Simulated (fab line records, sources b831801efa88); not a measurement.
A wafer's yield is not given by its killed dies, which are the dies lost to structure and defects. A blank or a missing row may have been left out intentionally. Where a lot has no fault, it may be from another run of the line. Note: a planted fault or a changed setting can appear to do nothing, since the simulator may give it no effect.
2 desks looking at one fault -- flow sky130 -- each desk has only its own numbers; what lay behind them comes last

## AT THE TOOL OWNER'S DESK: wet_bench-04
The tool's own readings at SKY_FIELD_ISO_WET_ETCH_28 (etches SiO2 in dHF, target depth 23.7 nm, time 47 s): means of the sampled wafers that have a number, for each lot that ran on this tool. Any lot whose mean is over 4 standard deviations away from the usual mean is out of limits and marked OUT; that distance is given in the brackets.
Columns: A = run_length_s at SKY_FIELD_ISO_WET_ETCH_28, usual 76 s
lot,first seen here,A
L997,day 3 04:46,79
L110,day 5 19:50,93 (+5.2) OUT
This desk's finding: out of limits on L110; first on L110, day 5 19:50 (run_length_s at SKY_FIELD_ISO_WET_ETCH_28). Within limits: L997.

## FROM THE METROLOGY DESK
Lot by lot, what the gauges showed, no matter which tool ran the lot: averages of those sampled wafers that carry a number. Any lot whose mean is over 4 standard deviations away from the usual mean is out of limits and marked OUT; that distance is given in the brackets.
Columns: A = FIELD_ISO_OXIDATION_01_THK at SKY_FIELD_ISO_THK_MEAS_23, usual 10.06 nm; B = FIELD_ISO_CVD_24_THK at SKY_FIELD_ISO_THK_MEAS_25, usual 597 nm; C = NWELL_OXIDATION_THK at SKY_NWELL_THK_MEAS_02, usual 10.07 nm; D = DNWELL_TW at SKY_DNWELL_TW_MEAS_09, usual 1122; E = PWDE_OVL at SKY_PWDE_OVL_MEAS_07, usual 1.1 nm; F = PWDE_TW at SKY_PWDE_TW_MEAS_10, usual 376.3
lot,first seen here,A,B,C,D,E,F
L997,day 3 00:04,9.96,607,10.32,1128,3.0,376.0
L102,day 4 01:41,10.05,596,10.10,1126,1.3,376.5
L110,day 5 17:52,10.29,593,10.09,1110,1.2,377.6
L113,day 6 10:54,10.01,601,10.02,1121,0.7,377.4
L117,day 7 07:58,10.01,591,10.21,1127,0.5,375.9
This desk found nothing out of limits on any of the 5 lots.

## BROUGHT TOGETHER
At day 5 19:50, on L110, the tool owner's desk was in a position to raise an alarm.
At the metrology desk, nothing out of limits was observed.
The metrology desk has L110 on record, within its limits.
The lots listed all ran SKY_FIELD_ISO_WET_ETCH_28 on wet_bench-04.

## WHAT HAD BEEN PUT IN BY THE SIMULATOR
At SKY_FIELD_ISO_WET_ETCH_28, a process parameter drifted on wet_bench-04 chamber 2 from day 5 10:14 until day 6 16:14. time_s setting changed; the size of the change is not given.
Shown lots that were struck: L110.
Time in hours from fault onset to the first out-of-limits reading at each desk: the tool owner's desk, 10.
